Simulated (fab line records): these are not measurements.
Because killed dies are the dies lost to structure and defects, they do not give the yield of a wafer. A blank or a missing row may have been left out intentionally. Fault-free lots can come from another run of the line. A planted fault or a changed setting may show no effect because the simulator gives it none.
A struck lot beside a sound one / flow sky130 / 19 steps out of a route of 708
Sound: wafers L870.2, L870.3, L870.4. Wafers struck: L889.3, L889.5, L889.6. The cause comes at the end.
At each step with rows: each side's tool, then ch and its chambers, then its first start. Under that, the readings that differ: sound wafers / struck wafers / difference of the means / sigmas: that difference in standard deviations of wafers without a fault.
alike: readings with means less than 2 such deviations apart, plus words and numbers identical on both sides. not compared: withheld readings, readings lacking a value on some wafer, bounds such as >300 that could conceal the same value, and numbers that have no deviation in the record and whose values overlap.
The two part at a step that has a row with sigmas, a row that says differs or no value, or rows on one side only. Numbers that don't overlap but have no deviation are shown without sigmas and don't part them. A reading missing from all wafers of one side parts the sides only when that side holds two or more wafers.

SKY_METAL4_STRIP_19: strips in O2/N2.
  sound on plasma_asher-01 ch 0,1, day 42 05:37; struck on plasma_asher-01 ch 0,1, day 47 01:56
  alike: chamber_pressure_mTorr, drypump_motor_current_A, n2_flow_sccm, o2_flow_sccm, oes_product_au, strip_time_to_endpoint_s
  not compared: rf_hours_counter_h
then, 4 steps without rows for these wafers: SKY_METAL4_STRIP_20 (strips in post etch residue remover, time 1200 s); SKY_METAL4_CLEAN_21 (cleans in IPA, time 180 s); SKY_METAL4_CLEAN_22 (cleans in O3/DIW); SKY_VIA4_HDPCVD_00 (deposits SiO2, target thk 1750 nm, time 291.7 s).
SKY_VIA4_THK_MEAS_01:
  sound on film_metro-01 at day 42 06:28; struck on film_metro-01 at day 47 02:41
  alike: VIA4_HDPCVD_THK
SKY_VIA4_CMP_02: polishes SiO2.
  sound on cmp-01 ch 0,1,2, day 42 06:40; struck on cmp-02 ch 1,2,3, day 47 02:53
  alike: motor_current_A, platen_rpm, slurry_filter_dp_kPa
SKY_VIA4_BOW_MEAS_03:
  sound on film_metro-03 at day 42 06:59; struck on film_metro-01 at day 47 03:04
  alike: VIA4_BOW
then, 4 steps without rows for these wafers: SKY_VIA4_DEHYDRATE_04 (time 60 s); SKY_VIA4_HMDS_05 (prime time 60 s); SKY_VIA4_COAT_06 (resist thk 1140 nm); SKY_VIA4_SOFTBAKE_07 (time 57.09 s).
SKY_VIA4_EXPOSE_08: exposes mask VIM4, target cd 800 nm.
  sound on iline_stepper-02 ch 0, day 42 18:25; struck on iline_stepper-01 ch 0, day 47 12:31
  alike: mask
then, 2 steps without rows for these wafers: SKY_VIA4_PEB_09; SKY_VIA4_DEVELOP_10 (develop time 60 s).
SKY_VIA4_OVL_MEAS_11:
  sound on overlay-02 at day 43 06:56; struck on overlay-01 at day 47 22:35
  alike: VIA4_OVL
SKY_VIA4_ETCH_12: etches SiO2 in C4F8/O2/Ar, stops on TiN, target depth 580 nm.
  sound on rie_diel-01 ch 0,2,3, day 43 06:58; struck on rie_diel-01 ch 1,2, day 47 22:37
reading=model.VIA4.cd_nm (nm); sound=801.7 801.7 800.4; struck=829.8 821.8 834.4; difference=+27.4; sigmas=
  alike: chamber_pressure_mTorr, oes_product_au
SKY_VIA4_STRIP_13: strips in O2/N2.
  sound on plasma_asher-04 ch 0,1, day 43 07:02; struck on plasma_asher-03 ch 0,1, day 47 22:43
  alike: chamber_pressure_mTorr, drypump_motor_current_A, n2_flow_sccm, o2_flow_sccm, oes_product_au, strip_time_to_endpoint_s
  not compared: rf_hours_counter_h
-- the record jumps here: 2 days lie between the struck wafers' starts before and after (it left off in module VIA4 and takes up again in module PAD_OPEN, whose first step shown is number 708 of the route) --
SKY_PAD_OPEN_PROBE_99:
  sound on prober-01 at day 46 07:30; struck on prober-02 at day 50 06:55
reading=sort_bin_3_pad_short (%); sound=1.0 1.0 2.0; struck=0.6 0.2 0.4; difference=-0.9; sigmas=-2
reading=model.etest.met4.rs_ohm_sq; sound=0.04266 0.04262 0.04236; struck=0.0441 0.04408 0.04442; difference=+0.0017; sigmas=
  alike: defect_limited_yield, killed_at_M0_to_M3, killed_at_M4_up, killed_at_contacts, killed_at_front_end, killed_at_other, killed_dies, killed_open, killed_short, sort_bin_5_function, sort_bin_6_memory, sort_n_pass, sort_yield_pct
  not compared: model.etest.via3_chain.rc_ohm, model.etest.via4_chain.rc_ohm, model.etest.met4.line_ohm_um

## WHERE THEY PART
SKY_PAD_OPEN_PROBE_99 only, going by this record.

WHY: what had been put in by the simulator
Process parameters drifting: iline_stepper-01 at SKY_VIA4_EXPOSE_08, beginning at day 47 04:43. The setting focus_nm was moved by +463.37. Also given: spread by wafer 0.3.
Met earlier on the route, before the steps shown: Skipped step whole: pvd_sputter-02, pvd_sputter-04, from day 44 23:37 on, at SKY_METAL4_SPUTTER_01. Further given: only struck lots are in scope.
